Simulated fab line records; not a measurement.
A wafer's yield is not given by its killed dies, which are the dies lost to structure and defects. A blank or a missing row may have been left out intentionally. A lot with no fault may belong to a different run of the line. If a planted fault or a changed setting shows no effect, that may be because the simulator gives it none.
What tool caused it? / flow sky130 / Sampling: 7 lots, 21 wafers, 2 of 708 route steps

## WHAT THE GAUGES READ, wafer by wafer
SKY_VT_ADJUST_LVTN_TW_MEAS_21.
lot=L916; measured=day 8 01:33; on=film-metro-01; VT_ADJUST_LVTN_2_TW=187.8 188.1 187.9
lot=L921; measured=day 9 09:12; on=film-metro-01; VT_ADJUST_LVTN_2_TW=186.9 188.1 186.5
lot=L927; measured=day 11 01:02; on=film-metro-04; VT_ADJUST_LVTN_2_TW=30.7 30.8 30.8
lot=L931; measured=day 12 13:41; on=film-metro-01; VT_ADJUST_LVTN_2_TW=187.7 187.9 187.8
lot=L933; measured=day 12 22:41; on=film-metro-04; VT_ADJUST_LVTN_2_TW=190.9 190.6 191.0
lot=L935; measured=day 13 15:50; on=film-metro-04; VT_ADJUST_LVTN_2_TW=191.2 190.8 190.4
lot=L937; measured=day 14 01:30; on=film-metro-03; VT_ADJUST_LVTN_2_TW=183.2 184.1 183.7

## TOOL THAT RAN EACH LOT (tool first, then ch and the chambers of the sampled wafers, then the start)
lot=L916; SKY_VT_ADJUST_LVTN_IMPLANT_19=implanter-04 ch 0, day 8 01:19
lot=L921; SKY_VT_ADJUST_LVTN_IMPLANT_19=implanter-04 ch 0, day 9 09:00
lot=L927; SKY_VT_ADJUST_LVTN_IMPLANT_19=implanter-04, day 11 00:48
lot=L931; SKY_VT_ADJUST_LVTN_IMPLANT_19=implanter-02 ch 0, day 12 13:27
lot=L933; SKY_VT_ADJUST_LVTN_IMPLANT_19=implanter-01 ch 0, day 12 22:26
lot=L935; SKY_VT_ADJUST_LVTN_IMPLANT_19=implanter-01 ch 0, day 13 15:35
lot=L937; SKY_VT_ADJUST_LVTN_IMPLANT_19=implanter-01 ch 0, day 14 01:18
- SKY_VT_ADJUST_LVTN_IMPLANT_19

## THE ANSWER, worked out from the rows above alone
Rule: usual is defined by the lots themselves. Put in order of their means at a reading, lots are off if they are a third of the lots or fewer, leave a main group of 4 or more, and stand apart from it by a gap of 3 or more times the standard deviation of the main group's means; of several such gaps the widest counts. Not used: any main group whose means are identical at the precision the tables above print for the reading. Also off: a lot with no number at a reading for which 4 or more lots have one. All remaining lots with rows at the step are treated as sound.
Off: L927, seen at SKY_VT_ADJUST_LVTN_TW_MEAS_21 (VT_ADJUST_LVTN_2_TW). Main group: mean 188.0, sd 2.4.
If a tool, at a process step before that reading, ran all the lots that are off and no sound lot after the first of them, it fits. Those tools and the gauges at SKY_VT_ADJUST_LVTN_TW_MEAS_21 are tried in the same way. One candidate fits, namely implanter-04 at SKY_VT_ADJUST_LVTN_IMPLANT_19. Its last sound lot is L921 (day 9 09:00), its first lot that is off L927 (day 11 00:48): a fault that began between those two fits.

## WHAT THE SIMULATOR PUT IN
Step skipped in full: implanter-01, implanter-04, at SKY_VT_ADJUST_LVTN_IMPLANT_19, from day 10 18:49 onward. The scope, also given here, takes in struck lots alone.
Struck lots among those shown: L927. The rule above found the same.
